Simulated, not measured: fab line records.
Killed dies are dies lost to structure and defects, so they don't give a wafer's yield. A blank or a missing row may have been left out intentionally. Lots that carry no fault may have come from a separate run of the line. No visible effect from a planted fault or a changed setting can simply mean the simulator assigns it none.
fab line records | flow sky130
[record] lots = 7 wafers = 21 last_day = 50
route steps=708 shown LDD_HVP@288 LDD_LDN@289 PAD_OPEN@708
lots that met no fault: from a run of the same line without faults
start_h: start of the lot's first displayed wafer, in hours after the record's first day | wait_h: hours since the lot's step before | " repeats the value in the row above | L1.1+2: a row that stands for several wafers | - no value, or no start was given | * or withheld: withheld | < > ~ a bound
route shown NAME@n: NAME is a module with steps in the file, n the number in the route of the first one | usual: mean and standard deviation over wafers with no fault | same: alike in all rows | chamber/n: place in a boat | sites: the reading at each site | _std_site: the standard deviation of these | _edge_site: outer sites' mean less inner sites' | radius_mm: how far each site lies from the wafer's centre | mask NAME#n: copy n | behind: the tool/chamber that last shaped the wafer | hold: cause of the lot's hold/its duration in hours/its outcome | device: the n, p or np transistor that did not switch | end of line: the tests these same wafers got at the end of their route | a step given without rows: its recipe and nothing more | killed: not the wafer's yield, but the dies lost to structure and defects at the first sort | map: dies across one wafer; x = killed, . = not, _ = none there
set.NAME: the setting as run; set.NAME@STEP: as run at that earlier step | model.NAME: the simulator's own value behind a step, which no gauge read
certain route steps with their lots: each step a table, each wafer a row
services: a tool's chamber out of use, with start hour (start_h, from the record's first day; less than 0 if before it), hours out, and reason
[[steps]]
[step SKY_LDD_HVP_TW_MEAS_10]
[usual] LDD_HVP_TW = 461/5.7
// columns lot.wafer tool chamber start_h wait_h LDD_HVP_TW
L710.3 film_metro-04 - 498.51 0.1 463
L710.4 " - " " 463
L710.6 " - " " 464
L712.1 film_metro-02 - 518.48 0.1 451
L712.3 " - " " 449
L712.6 " - " " 451
L713.1 film_metro-04 - 536.21 0.1 464
L713.4 " - " " 463
L713.6 " - " " 466
L727.1 film_metro-03 - 646.04 0.1 462
L727.3 " - " " 465
L727.5 " - " " 464
L728.3 film_metro-04 - 656.68 0.1 466
L728.5 " - " " 463
L728.6 " - " " 463
L730.1 film_metro-04 - 665.51 0.1 462
L730.4 " - " " 462
L730.6 " - " " 463
L729.3 film_metro-04 - 668.46 0.1 462
L729.4 " - " " 465
L729.5 " - " " 463
[step SKY_LDD_LDN_DEHYDRATE_00]
[recipe] temp_c = 200 time_s = 60
[step SKY_LDD_LDN_HMDS_01]
[recipe] prime_time_s = 60 prime_temp_c = 120
[step SKY_LDD_LDN_COAT_02]
[recipe] resist = NOVOLAK spin_rpm = 3000 resist_thk_nm = 1140
[step SKY_LDD_LDN_SOFTBAKE_03]
[recipe] temp_c = 90 time_s = 60 resist = NOVOLAK
[step SKY_LDD_LDN_EXPOSE_04]
[recipe] mask_id = LDNTM na = 0.6 source_shape = conventional sigma_outer = 0.6 polarization = unpolarized target_cd_nm = 700 dose_mj = 140
[step SKY_LDD_LDN_PEB_05]
[recipe] temp_c = withheld time_s = * resist = NOVOLAK
[step SKY_LDD_LDN_DEVELOP_06]
[recipe] resist = NOVOLAK developer = TMAH develop_time_s = 60 dev_temp_c = 23
[step SKY_LDD_LDN_OVL_MEAS_07]
[usual] LDD_LDN_OVL = 0.4/1.3
// columns lot.wafer tool chamber start_h wait_h LDD_LDN_OVL[nm]
L710.3 overlay-01 - 528.36 0.1 3.1
L710.4 " - " " -0.2
L710.6 " - " " 0.2
L712.1 overlay-01 - 548.88 0.1 0.0
L712.3 " - " " 2.4
L712.6 " - " " 1.2
L713.1 overlay-01 - 566.15 0.1 0.1
L713.4 " - " " 0.4
L713.6 " - " " 0.2
L727.1 overlay-01 - 674.55 0.1 0.8
L727.3 " - " " 0.2
L727.5 " - " " 0.4
L728.3 overlay-02 - 684.64 0.1 0.8
L728.5 " - " " -1.6
L728.6 " - " " -1.5
L730.1 overlay-02 - 693.58 0.1 -0.8
L730.4 " - " " -1.9
L730.6 " - " " -0.5
L729.3 overlay-01 - 696.59 0.1 0.3
L729.4 " - " " 0.6
L729.5 " - " " -0.7
[step SKY_LDD_LDN_IMPLANT_08]
[recipe] species = As energy_kev = 15 dose_cm2 = 1.25e+13 tilt_deg = withheld rotation_deg = 23
[step SKY_LDD_LDN_IMPLANT_09]
[recipe] species = As energy_kev = 15 dose_cm2 = 1.25e+13 tilt_deg = withheld rotation_deg = 113
[step SKY_LDD_LDN_IMPLANT_10]
[recipe] species = As energy_kev = 15 dose_cm2 = 1.25e+13 tilt_deg = withheld rotation_deg = 203
[step SKY_LDD_LDN_IMPLANT_11]
[recipe] species = As energy_kev = 15 dose_cm2 = 1.25e+13 tilt_deg = withheld rotation_deg = 293
[usual] beam_energy_keV = 15.000/0.0045
// columns lot.wafer tool chamber start_h wait_h beam_energy_keV model.implant.rp_nm model.implant.drp_nm
L710.3 implanter-03 0 528.88 0.1 15.001 12.41 5.933
L710.4 " 0 " " 14.999 12.41 5.933
L710.6 " 0 " " 14.999 12.41 5.933
L712.1 implanter-01 0 549.37 0.1 14.999 13.45 5.933
L712.3 " 0 " " 15.001 13.45 5.933
L712.6 " 0 " " 15.005 13.45 5.933
L713.1 implanter-03 0 566.81 0.1 15.004 12.95 5.933
L713.4 " 0 " " 15.000 12.95 5.933
L713.6 " 0 " " 14.994 12.95 5.933
L727.1 implanter-01 0 675.03 0.1 14.995 12.82 5.933
L727.3 " 0 " " 14.999 12.82 5.933
L727.5 " 0 " " 14.994 12.82 5.933
L728.3 implanter-01 0 685.16 0.1 19.077 15.21 6.983
L728.5 " 0 " " 19.094 15.21 6.983
L728.6 " 0 " " 19.093 15.21 6.983
L730.1 implanter-01 0 694.06 0.1 19.086 16.15 6.983
L730.4 " 0 " " 19.097 16.15 6.983
L730.6 " 0 " " 19.091 16.15 6.983
L729.3 implanter-01 0 697.12 0.1 19.091 14.67 6.983
L729.4 " 0 " " 19.092 14.67 6.983
L729.5 " 0 " " 19.094 14.67 6.983
[step SKY_LDD_LDN_STRIP_12]
[recipe] chemistry = O2/N2 power_w = 1400 pressure_mtorr = 1500 platen_temp_c = withheld o2_flow_sccm = 3000 n2_flow_sccm = 300 overash_fraction = 0.5
[usual] drypump_motor_current_A = 5.7/0.34 o2_flow_sccm = 2998/9 oes_product_au = 0.715/0.0043 strip_time_to_endpoint_s = 14.17/0.042
// columns lot.wafer tool chamber start_h wait_h drypump_motor_current_A o2_flow_sccm oes_product_au rf_hours_counter_h strip_time_to_endpoint_s
L710.3 plasma_asher-02 0 529.01 0.1 5.6 2991 0.714 - 14.14
L710.4 " 1 " " 5.8 2993 0.715 - 14.16
L710.6 " 0 " " 5.6 2992 0.720 - 14.13
L712.1 plasma_asher-04 0 549.52 0.1 5.9 3004 0.716 36 14.18
L712.3 " 0 " " 6.0 3002 0.718 - 14.15
L712.6 " 0 " " 6.0 2996 0.718 - 14.14
L713.1 plasma_asher-03 1 566.96 0.1 6.0 2987 0.714 78 14.17
L713.4 " 1 " " 6.0 2999 0.710 - 14.19
L713.6 " 1 " " 6.0 2977 0.715 - 14.14
L727.1 plasma_asher-03 1 675.18 0.1 6.0 2990 0.712 89 14.15
L727.3 " 1 " " 6.0 2994 0.712 - 14.13
L727.5 " 0 " " 5.1 2994 0.717 - 14.14
L728.3 plasma_asher-04 0 685.30 0.1 6.0 2999 0.710 - 14.20
L728.5 " 0 " " 6.0 3007 0.704 - 14.25
L728.6 " 1 " " 5.7 3018 0.719 - 14.19
L730.1 plasma_asher-03 0 694.21 0.1 5.0 2986 0.721 91 14.11
L730.4 " 0 " " 5.0 2999 0.712 - 14.17
L730.6 " 0 " " 5.1 2983 0.710 - 14.14
L729.3 plasma_asher-03 0 697.25 0.1 5.1 2993 0.712 - 14.18
L729.4 " 1 " " 6.0 2997 0.713 - 14.23
L729.5 " 0 " " 5.0 3001 0.717 - 14.21
[step SKY_PAD_OPEN_PROBE_99]
[usual] killed_at_M0_to_M3 = 43/7.5 killed_at_M4_up = 3.2/1.9 killed_at_contacts = 24/4.9 killed_at_front_end = 15/4.3 killed_at_other = 0.4/0.72 killed_dies = 86/9.1 killed_open = 47/6.5 killed_short = 39/6.5
[same] gross_dies = 492 killed_at_back_side = 0
// columns lot.wafer tool chamber start_h wait_h killed_at_M0_to_M3 killed_at_M4_up killed_at_contacts killed_at_front_end killed_at_other killed_dies killed_open killed_short model.etest.tip_sonos.rs_ohm_sq
L710.3 prober-02 - 1086.18 0.2 36 6 25 15 0 82 38 44 2649
L710.4 prober-02 - 1086.23 0.2 43 4 25 22 0 94 44 49 2686
L710.6 prober-02 - 1086.33 0.2 36 3 28 14 0 81 39 41 2678
L712.1 prober-02 - 1100.95 0.1 43 5 17 12 0 77 45 32 2719
L712.3 prober-02 - 1101.05 0.2 53 4 25 11 0 93 57 36 2693
L712.6 prober-02 - 1101.20 0.2 46 3 28 12 0 89 45 44 2683
L713.1 prober-01 - 1113.11 0.1 47 6 18 20 1 92 49 41 2603
L713.4 prober-01 - 1113.26 0.2 48 2 25 17 3 95 48 47 2663
L713.6 prober-01 - 1113.36 0.2 55 4 22 15 0 96 45 51 2632
L727.1 prober-01 - 1184.15 0.1 41 1 36 21 0 99 57 42 2678
L727.3 prober-01 - 1184.25 0.2 40 6 36 15 0 97 51 45 2680
L727.5 prober-01 - 1184.35 0.2 47 7 21 19 1 95 41 49 2764
L728.3 prober-02 - 1188.42 0.2 50 3 20 12 1 86 54 32 2478
L728.5 prober-02 - 1188.52 0.2 40 2 28 15 0 85 42 43 2464
L728.6 prober-02 - 1188.57 0.2 43 3 21 18 0 85 44 41 2518
L730.1 prober-01 - 1191.11 0.1 25 1 27 16 0 69 42 27 2431
L730.4 prober-01 - 1191.26 0.2 43 3 20 10 0 76 40 36 2444
L730.6 prober-01 - 1191.36 0.2 57 3 23 13 0 96 48 44 2432
L729.3 prober-02 - 1192.71 0.2 35 3 27 18 0 83 48 35 2515
L729.4 prober-02 - 1192.76 0.2 36 4 18 18 0 76 47 29 2505
L729.5 prober-02 - 1192.81 0.2 36 4 18 14 0 72 42 30 2528
// killed by level:class
L710.3 CONTACT:geometric_particle:short=8 VIA1:geometric_particle:open=8 LI_CONTACT:geometric_particle:open=7 METAL2:geometric_particle:short=7 CONTACT:geometric_particle:open=6 VIA2:geometric_particle:open=5 METAL4:geometric_particle:short=5 FIELD_ISO:geometric_particle:short=4
L710.4 CONTACT:geometric_particle:open=11 METAL3:geometric_particle:short=9 VIA1:geometric_particle:short=8 VIA1:geometric_particle:open=7 FIELD_ISO:geometric_particle:open=5 POLY_GATE:geometric_particle:open=5 LI_CONTACT:geometric_particle:open=5 METAL2:geometric_particle:short=5
L710.6 VIA1:geometric_particle:open=9 LI_CONTACT:geometric_particle:open=7 CONTACT:geometric_particle:open=7 METAL1:geometric_particle:short=7 CONTACT:geometric_particle:short=6 POLY_GATE:geometric_particle:open=5 LOCAL_INTERCONNECT:geometric_particle:short=5 VIA1:geometric_particle:short=4
L712.1 CONTACT:geometric_particle:open=10 VIA1:geometric_particle:open=9 VIA3:geometric_particle:open=8 FIELD_ISO:geometric_particle:open=6 METAL2:geometric_particle:short=5 VIA1:geometric_particle:short=5 LI_CONTACT:geometric_particle:open=4 METAL4:geometric_particle:short=4
L712.3 VIA1:geometric_particle:open=17 CONTACT:geometric_particle:open=15 METAL2:geometric_particle:short=10 FIELD_ISO:geometric_particle:short=5 LI_CONTACT:geometric_particle:open=5 POLY_GATE:geometric_particle:short=5 VIA2:geometric_particle:open=5 VIA3:geometric_particle:open=5
L712.6 METAL2:geometric_particle:short=9 CONTACT:geometric_particle:short=9 LI_CONTACT:geometric_particle:open=8 VIA1:geometric_particle:open=7 CONTACT:geometric_particle:open=7 VIA2:geometric_particle:open=6 VIA2:geometric_particle:short=5 VIA3:geometric_particle:open=5
L713.1 CONTACT:geometric_particle:open=10 VIA1:geometric_particle:open=8 VIA3:geometric_particle:open=7 FIELD_ISO:geometric_particle:open=6 VIA2:geometric_particle:open=6 VIA3:geometric_particle:short=5 METAL3:geometric_particle:short=5 FIELD_ISO:geometric_particle:short=4
L713.4 VIA1:geometric_particle:open=10 VIA2:geometric_particle:open=9 CONTACT:geometric_particle:open=8 METAL1:geometric_particle:short=8 FIELD_ISO:geometric_particle:short=6 LI_CONTACT:geometric_particle:open=6 FIELD_ISO:geometric_particle:open=5 VIA3:geometric_particle:open=5
L713.6 CONTACT:geometric_particle:open=11 VIA1:geometric_particle:open=9 FIELD_ISO:geometric_particle:short=8 VIA2:geometric_particle:open=8 VIA3:geometric_particle:open=8 METAL1:geometric_particle:short=7 METAL2:geometric_particle:short=6 VIA1:geometric_particle:short=6
L727.1 LI_CONTACT:geometric_particle:open=12 CONTACT:geometric_particle:open=11 FIELD_ISO:geometric_particle:open=9 METAL2:geometric_particle:short=8 VIA2:geometric_particle:open=8 LOCAL_INTERCONNECT:geometric_particle:short=6 VIA1:geometric_particle:open=6 CONTACT:geometric_particle:short=4
L727.3 CONTACT:geometric_particle:open=15 LI_CONTACT:geometric_particle:open=7 METAL2:geometric_particle:short=7 LOCAL_INTERCONNECT:geometric_particle:short=6 VIA1:geometric_particle:short=6 VIA2:geometric_particle:open=5 POLY_GATE:geometric_particle:open=4 METAL2:geometric_particle:open=4
L727.5 METAL1:geometric_particle:short=7 FIELD_ISO:geometric_particle:short=6 VIA2:geometric_particle:open=6 VIA3:geometric_particle:open=6 FIELD_ISO:geometric_particle:open=5 LOCAL_INTERCONNECT:geometric_particle:short=5 CONTACT:geometric_particle:short=5 VIA1:geometric_particle:open=5
L728.3 VIA1:geometric_particle:open=12 CONTACT:geometric_particle:open=9 VIA3:geometric_particle:open=7 VIA2:geometric_particle:open=7 POLY_GATE:geometric_particle:open=4 VIA1:geometric_particle:short=4 METAL2:geometric_particle:short=4 FIELD_ISO:geometric_particle:open=3
L728.5 LI_CONTACT:geometric_particle:open=8 LI_CONTACT:geometric_particle:short=7 METAL1:geometric_particle:short=7 CONTACT:geometric_particle:open=7 VIA1:geometric_particle:open=6 VIA2:geometric_particle:open=6 FIELD_ISO:geometric_particle:short=5 VIA3:geometric_particle:open=5
L728.6 VIA1:geometric_particle:open=10 CONTACT:geometric_particle:open=9 FIELD_ISO:geometric_particle:short=8 LI_CONTACT:geometric_particle:open=7 METAL2:geometric_particle:short=6 LOCAL_INTERCONNECT:geometric_particle:short=5 VIA2:geometric_particle:open=5 POLY_GATE:geometric_particle:short=4
L730.1 CONTACT:geometric_particle:open=9 FIELD_ISO:geometric_particle:open=8 LI_CONTACT:geometric_particle:open=7 VIA1:geometric_particle:open=6 CONTACT:geometric_particle:short=6 FIELD_ISO:geometric_particle:short=4 VIA3:geometric_particle:open=4 POLY_GATE:geometric_particle:short=3
L730.4 VIA1:geometric_particle:open=9 VIA3:geometric_particle:open=9 CONTACT:geometric_particle:short=7 LI_CONTACT:geometric_particle:open=5 CONTACT:geometric_particle:open=5 METAL1:geometric_particle:short=5 VIA1:geometric_particle:short=4 VIA2:geometric_particle:short=4
L730.6 VIA1:geometric_particle:open=13 CONTACT:geometric_particle:open=11 VIA1:geometric_particle:short=9 METAL1:geometric_particle:short=8 VIA3:geometric_particle:open=6 METAL2:geometric_particle:short=6 VIA2:geometric_particle:open=6 LI_CONTACT:geometric_particle:open=4
L729.3 VIA3:geometric_particle:open=8 CONTACT:geometric_particle:open=7 CONTACT:geometric_particle:short=7 VIA2:geometric_particle:open=7 LOCAL_INTERCONNECT:geometric_particle:short=6 POLY_GATE:geometric_particle:open=5 LI_CONTACT:geometric_particle:open=5 VIA1:geometric_particle:open=5
L729.4 VIA1:geometric_particle:open=10 POLY_GATE:geometric_particle:open=8 VIA1:geometric_particle:short=6 CONTACT:geometric_particle:short=5 CONTACT:geometric_particle:open=5 FIELD_ISO:geometric_particle:open=4 LI_CONTACT:geometric_particle:open=4 VIA2:geometric_particle:open=4
L729.5 VIA1:geometric_particle:open=7 CONTACT:geometric_particle:open=6 VIA2:geometric_particle:short=6 VIA3:geometric_particle:open=6 LI_CONTACT:geometric_particle:open=5 METAL2:geometric_particle:short=5 METAL3:geometric_particle:short=5 FIELD_ISO:geometric_particle:open=4
[[services]]
// columns tool chamber start_h hours kind
implanter-01 - 521.59 2.1 repair
implanter-01 - 536.58 0.8 repair
implanter-03 - 560.25 6.0 repair
implanter-01 - 562.96 8.7 repair
implanter-03 - 589.42 9.1 repair
implanter-01 - 649.98 1.8 repair
implanter-03 - 677.84 0.7 repair
implanter-03 - 678.38 2.8 repair
implanter-03 - 691.46 1.2 repair
[[key]]
[first_sign] step = SKY_LDD_LDN_IMPLANT_11 reading = beam_energy_keV direction = up sigmas = 99+ usual = * struck = *
effect none on later readings
[model_effect] step = SKY_LDD_LDN_IMPLANT_11 value = implant.rp_nm without = 12.93 struck = 15.34
[model_effect] step = SKY_PAD_OPEN_PROBE_99 value = etest.tip_sonos.rs_ohm_sq without = 2668 struck = 2479
met_at SKY_LDD_LDN_IMPLANT_11
struck_wafers L728.3,L728.5,L728.6,L729.3,L729.4,L729.5,L730.1,L730.4,L730.6
tester_left_out L728,L729,L730
onset_between 675.03 685.16
[fault] kind = process_parameter_drift tool = implanter-01 chamber = - onset_h = 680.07 steps = SKY_LDD_LDN_IMPLANT_11 channel = energy_kev offset = * shape = step end_h = 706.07 acts_in = * stated = *
// tester_left_out: of these lots the tester's yield and bins aren't shown, on N5 and GAA mostly nor the transistor test; their killed dies are dies lost to structure and defects alone, not to doping, threshold or leakage, so they don't give the yield
